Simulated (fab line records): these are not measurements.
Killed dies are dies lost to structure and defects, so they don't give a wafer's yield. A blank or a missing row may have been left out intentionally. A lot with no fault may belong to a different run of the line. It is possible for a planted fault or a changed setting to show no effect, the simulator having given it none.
A lot that was struck, set against a sound lot + flow sfq_line + 42 steps out of a route of 325
Sound: wafers L520.1, L520.5, L520.6. Struck: wafer L530.1. (L530.3, L530.6 of the same lot were not struck and are left out.) The cause comes at the end.
For every step that has rows: the tool of each side, followed by ch and its chambers, followed by its first start. Under that, the readings that differ: sound wafers + struck wafers + difference of the means + sigmas: that difference in standard deviations of wafers without a fault.
alike: a reading whose means differ by less than 2 such deviations, as well as words and numbers matching on both sides. not compared: withheld readings; readings where some wafer has no value; bounds like >300 that might hide an equal value; numbers whose values overlap and for which the record gives no deviation.
The two part at a step that has a row with sigmas, a row that says differs or no value, or rows on one side only. Numbers that don't overlap but have no deviation are shown without sigmas and don't part them. A reading that every wafer of one side lacks parts them only if that side has two wafers or more.

first, 3 steps without rows for these wafers: SFQ_TRILAYER_M5_LITHO_EXPOSE_124 (exposes mask M5, target cd 700 nm); SFQ_TRILAYER_M5_LITHO_PEB_126 (peb time 60 s); SFQ_TRILAYER_M5_LITHO_DEVELOP_125 (time 60 s).
SFQ_M5_OVL_MEAS_932:
  sound on overlay-01, day 59 14:44; struck on overlay-01, day 65 09:22
  alike: M5_OVL
then, 1 step without rows for these wafers: SFQ_TRILAYER_M5_BARC_OPEN_METAL_ETCH_161 (etches BARC in O2, target depth 125 nm, time 41.7 s).
SFQ_TRILAYER_M5_ETCH_METAL_ETCH_126: etches Nb in Cl2/BCl3, stops on SiO2, time 203.2 s, target depth 265 nm.
  sound on rie_metal-04 ch 0,1, day 59 14:50; struck on rie_metal-02 ch 0, day 65 09:28
  alike: drypump_motor_current_A, he_backside_leak_sccm, oes_product_au
  not compared: rf_hours_counter_h
then, 2 steps without rows for these wafers: SFQ_TRILAYER_M5_STRIP_STRIP_127 (strips in O2); SFQ_TRILAYER_M5_STRIP_SOLV_CLEAN_128 (cleans in NMP, time 600 s).
SFQ_TRILAYER_A5B_DEP_PECVD_129: deposits SiO2 from SiH4/N2O, time 133.33 s, target thk 600 nm.
  sound on pecvd-03 ch 0,1,2, day 59 15:49; struck on pecvd-03 ch 1, day 65 10:27
  alike: heater_power_w, susceptor_temp_C, throttle_valve_pct
then, 1 step without rows for these wafers: SFQ_TRILAYER_A5B_CMP_CMP_130 (polishes, stops on Nb, target thk 340.7 nm).
SFQ_TRILAYER_A5B_METRO_MEASURE_131:
  sound on film_metro-03, day 59 19:36; struck on film_metro-04, day 66 05:14
  alike: thk_nm
then, 1 step without rows for these wafers: SFQ_TRILAYER_R5_DEP_SPUTTER_132 (material Ti, target thk 5 nm, time 5 s).
SFQ_TRILAYER_R5_DEP_SPUTTER_133: material MoNx, target thk 40 nm, time 66.7 s.
  sound on pvd_sputter-03, day 59 20:49; struck on pvd_sputter-03, day 66 06:28
| reading                                               | sound                | struck | difference | sigmas      |
|-------------------------------------------------------|----------------------|--------|------------|-------------|
| cathode_dc_power_W (W)                                | 1000.2 999.82 999.90 | 1068.7 | +68.7      | +99 or more |
| model.MoNx_of_TRILAYER_R5_DEP_SPUTTER_133.thk_nm (nm) | 39.97 40.04 39.75    | 43.09  | +3.17      |             |
  alike: throttle_valve_pct
SFQ_TRILAYER_R5_DEP_SPUTTER_134: material Ti, target thk 5 nm, time 5 s.
  sound on pvd_sputter-03, day 59 20:52; struck on pvd_sputter-03, day 66 06:31
  alike: cathode_dc_power_W, throttle_valve_pct
SFQ_R5_RS_MEAS_933: the measuring method here is four-point-probe.
  sound on film_metro-04, day 59 20:53; struck on film_metro-02, day 66 06:49
| reading             | sound          | struck | difference | sigmas |
|---------------------|----------------|--------|------------|--------|
| R5_MONX_RS (ohm/sq) | 7.07 7.08 7.09 | 6.57   | -0.51      | -9     |
  not compared: hold
SFQ_R5_THK_MEAS_934: measures by xrf.
  sound on film_metro-04, day 59 21:01; struck on film_metro-02, day 66 11:33
| reading          | sound          | struck | difference | sigmas |
|------------------|----------------|--------|------------|--------|
| R5_MONX_THK (nm) | 39.6 39.5 39.3 | 42.5   | +3.0       | +8     |
  not compared: hold
then, 5 steps without rows for these wafers: SFQ_TRILAYER_R5_LITHO_COAT_136 (resist thk 600 nm); SFQ_TRILAYER_R5_LITHO_SOFTBAKE_140; SFQ_TRILAYER_R5_LITHO_EXPOSE_137 (exposes mask R5, target cd 500 nm); SFQ_TRILAYER_R5_LITHO_PEB_139 (peb time 60 s); SFQ_TRILAYER_R5_LITHO_DEVELOP_138 (time 60 s).
-- the record jumps here: 4 days lie between the struck wafers' starts before and after --
SFQ_R5_OVL_MEAS_935:
  sound on overlay-01, day 60 01:31; struck on overlay-02, day 70 20:17
| reading     | sound    | struck | difference | sigmas |
|-------------|----------|--------|------------|--------|
| R5_OVL (nm) | 10 12 14 | -4     | -16        | -3     |
then, 4 steps without rows for these wafers: SFQ_TRILAYER_R5_BARC_OPEN_METAL_ETCH_177 (etches BARC in O2, target depth 125 nm, time 41.7 s); SFQ_TRILAYER_R5_ETCH_METAL_ETCH_139 (etches the open film in Cl2, stops on SiO2, target depth 60 nm, time 40 s); SFQ_TRILAYER_R5_STRIP_STRIP_140 (strips in O2); SFQ_TRILAYER_R5_STRIP_SOLV_CLEAN_141 (cleans in NMP, time 600 s).
SFQ_TRILAYER_A5C_DEP_PECVD_142: deposits SiO2 from SiH4/N2O, time 15.556 s, target thk 70 nm.
  sound on pecvd-02 ch 1,2, day 60 02:26; struck on pecvd-02 ch 2, day 70 21:13
  alike: heater_power_w, susceptor_temp_C, throttle_valve_pct
then, 6 steps without rows for these wafers: SFQ_TRILAYER_I5_LITHO_COAT_149 (resist thk 62 nm); SFQ_TRILAYER_I5_LITHO_COAT_144 (resist thk 650 nm); SFQ_TRILAYER_I5_LITHO_SOFTBAKE_148; SFQ_TRILAYER_I5_LITHO_EXPOSE_145 (exposes mask I5, target cd 700 nm); SFQ_TRILAYER_I5_LITHO_PEB_147 (peb time 60 s); SFQ_TRILAYER_I5_LITHO_DEVELOP_146 (time 60 s).
SFQ_I5_OVL_MEAS_936:
  sound on overlay-01, day 65 11:46; struck on overlay-01, day 71 10:28
  alike: I5_OVL
then, 7 steps without rows for these wafers: SFQ_TRILAYER_I5_BARC_OPEN_VIA_ETCH_200 (etches BARC in O2, target depth 125 nm, time 41.7 s); SFQ_TRILAYER_I5_ETCH_VIA_ETCH_147 (etches the open film in CHF3, stops on Nb, target depth 360 nm); SFQ_TRILAYER_I5_STRIP_STRIP_148 (strips in O2); SFQ_TRILAYER_I5_STRIP_SOLV_CLEAN_149 (cleans in NMP, time 600 s); SFQ_TRILAYER_C5_LITHO_COAT_156 (resist thk 62 nm); SFQ_TRILAYER_C5_LITHO_COAT_151 (resist thk 650 nm); SFQ_TRILAYER_C5_LITHO_SOFTBAKE_155.
-- the record jumps here: 14 days lie between the struck wafers' starts before and after --
SFQ_M8_BOW_MEAS_951:
  sound on film_metro-02, day 81 18:40; struck on film_metro-04, day 85 15:59
| reading                 | sound             | struck | difference | sigmas |
|-------------------------|-------------------|--------|------------|--------|
| model.etest.r5.ohm_um   | 14.14 14.13 14.22 | 13.11  | -1.05      |        |
| model.etest.c5.link_ohm | 8.015 8.007 8.062 | 7.506  | -0.522     |        |
| model.etest.r5.ohm_sq   | 7.066 7.053 7.105 | 6.553  | -0.522     |        |
  alike: M8_BOW

== WHERE THEY PART ==
At SFQ_TRILAYER_R5_DEP_SPUTTER_133 first; at SFQ_R5_OVL_MEAS_935 last (within this record only). Later steps at which nothing parts them and some readings are alike: SFQ_TRILAYER_A5C_DEP_PECVD_142, SFQ_I5_OVL_MEAS_936, SFQ_M8_BOW_MEAS_951.

WHY: whatever the simulator had introduced
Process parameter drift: pvd_sputter-03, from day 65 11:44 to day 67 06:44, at SFQ_TRILAYER_R5_DEP_SPUTTER_133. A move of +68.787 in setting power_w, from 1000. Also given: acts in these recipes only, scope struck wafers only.
